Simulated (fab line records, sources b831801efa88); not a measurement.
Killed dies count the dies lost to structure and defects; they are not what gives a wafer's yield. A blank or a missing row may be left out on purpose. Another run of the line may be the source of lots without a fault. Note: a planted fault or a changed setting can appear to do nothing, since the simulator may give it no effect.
Matching of chambers -- flow sky130 -- SKY_VIA1_CMP_24 on cmp-01 has 4 sister chambers
The step polishes, stops on SiO2, t overpolish 15 s, target thk 0 nm. 14 wafers are shown with their chamber, then 7 later ones without.

== WAFERS WITH THEIR CHAMBER ==
wafer,chamber,motor_current_A (A),time_to_endpoint_s (s),edge_zone_pressure_frac
L740.1,2,12.0,60.6,1.000
L740.2,0,8.8,64.9,1.003
L740.5,1,11.4,67.0,1.004
L745.3,0,8.9,67.3,0.998
L745.5,2,12.1,62.0,0.986
L745.6,3,8.4,65.7,1.003
L753.1,0,9.6,63.2,1.008
L753.2,1,11.5,62.0,0.999
L753.6,3,8.4,61.5,1.001
L756.4,3,8.0,67.9,0.995
L756.5,0,9.2,67.0,0.993
L756.6,1,11.6,68.8,1.000
L757.1,0,8.6,67.0,1.002
L757.4,1,11.9,73.4,1.004

SIGNATURES (means of the wafers above)
reading,chamber 0,chamber 1,chamber 2,chamber 3,scatter within a chamber
motor_current_A,9.020,11.600,12.050,8.267,0.293
time_to_endpoint_s,65.880,67.800,61.300,65.033,3.18
edge_zone_pressure_frac,1.00080,1.00175,0.99300,0.99967,0.00529
Rule: a wafer's distance from a chamber is the root of the sum, over the readings, of the square of ((its reading less the chamber's mean) divided by the reading's scatter). If the next closest chamber is less than 2 further off than the closest, the wafer can't be placed; otherwise it belongs to the closest. The scatter: the root of (the sum of the squares of (reading less its chamber's mean) over the shown wafers, divided by (wafers less chambers)).

== WAFERS WITHOUT THEIR CHAMBER ==
wafer,motor_current_A (A),time_to_endpoint_s (s),edge_zone_pressure_frac
L757.5,12.7,65.8,1.008
L759.4,8.6,67.5,0.995
L759.5,8.6,65.7,1.006
L759.6,12.1,62.3,0.998
L761.2,11.8,65.5,1.007
L761.4,8.5,64.7,1.000
L761.5,12.4,60.0,1.005

== WHICH CHAMBER EACH ONE RAN IN ==
wafer,from the rows above,in truth
L757.5,can't be placed: 2 or 1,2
L759.4,can't be placed: 3 or 0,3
L759.5,can't be placed: 3 or 0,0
L759.6,can't be placed: 2 or 1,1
L761.2,can't be placed: 1 or 2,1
L761.4,can't be placed: 3 or 0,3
L761.5,can't be placed: 2 or 1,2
0 of 7 placed correctly. Cannot be placed on the basis of these rows: 7; the candidates contain the true chamber in 7. Number placed wrongly: 0.
